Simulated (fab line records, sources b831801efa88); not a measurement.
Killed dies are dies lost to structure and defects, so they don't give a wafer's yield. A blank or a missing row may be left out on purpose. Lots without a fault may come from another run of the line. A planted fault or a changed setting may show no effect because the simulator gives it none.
Problem report in the 8D (eight disciplines) form, filled by code | flow sky130 | the parts of the form that need people (team, actions taken, sign-off) are left out

1. THE PROBLEM
DNWELL_TW at SKY_DNWELL_TW_MEAS_09 reads a mean of 518 on 3 wafers of 3 lots; wafers without a fault read 1123 with a standard deviation of 13. That is -47 standard deviations from the usual mean.
First seen on wafer L308.2, day 5 14:27, on film_metro-01. The record holds 43 wafers of 15 lots with a number at this step. Rule for "out", or "out of limits": more than 4 standard deviations from the usual mean. The other wafers with a number count as sound.

2. WHAT IT IS AND WHAT IT IS NOT
question                    | is                           | is not
which readings at this step | DNWELL_TW                    | -
which lots                  | L308, L311, L314             | L297, L298, L300, L301, L302, L303, L304, L305, L307, L310, L318, L320
which wafers of those lots  | L308.2, L311.3, L314.2       | L308.4, L308.5, L311.4, L314.5
read on which gauges        | film_metro-01, film_metro-02 | film_metro-03
when                        | from day 5 14:27             | up to then (29 sound wafers); but 11 sound wafers of L310, L311, L314, L318, L320 came after

3. SUSPECTS, AND WHAT RULES EACH OUT
Counting: a tool at a process step up to the reading stays a suspect if it ran every lot that is out. Sound lots after the first of them don't rule it out here, since some wafers of a struck lot are sound.
- the gauge at SKY_DNWELL_TW_MEAS_09: ruled out. The wafers that are out were read on 2 gauges (film_metro-01, film_metro-02).
- litho_track-02 at SKY_DNWELL_DEVELOP_06 (develop time 60 s): kept. It ran every lot that is out, first L308 (day 5 14:00); its last sound lot up to then is L305 (day 5 00:00).
Left after counting: litho_track-02 at SKY_DNWELL_DEVELOP_06.

4. THE CAUSE (what the simulator had put in)
Process parameter drift: litho_track-02, from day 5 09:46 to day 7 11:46, at SKY_DNWELL_DEVELOP_06. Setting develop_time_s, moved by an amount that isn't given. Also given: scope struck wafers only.
Counting left only this tool.

5. THE CHAIN OF EFFECTS, in route order
Each row: a reading whose mean over the struck wafers that have a number lies more than 3 standard deviations from the usual. Only readings for which the record gives a usual standard deviation are gone through. hours: the time from each lot's start at the first step in this table that gives one to its start at this step, as a median over the lots. sigmas: the change in usual standard deviations.
hours | step                  | reading   | usual | on struck wafers | change | sigmas
0     | SKY_DNWELL_TW_MEAS_09 | DNWELL_TW | 1123  | 518              | -605   | -47
Later measuring or inspecting steps at which every struck wafer that the step has a row for has a number for every such reading, and none has moved that far: SKY_NWELL_RS_MEAS_29.

6. WHAT WOULD HAVE CAUGHT IT SOONER
In this record the first reading out of limits at a measuring or inspecting step was taken at day 5 14:27, 5 hours after the fault began at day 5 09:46.
Of the tool readings at SKY_DNWELL_DEVELOP_06 for which the record gives a usual standard deviation, none was out on any struck wafer, so an alarm limit of 4 standard deviations on them would not have fired.
Of the lots that are out (3), L311, L314 began SKY_DNWELL_DEVELOP_06 on litho_track-02 after day 5 14:27. A hold on the tool at that time would have spared those 2.
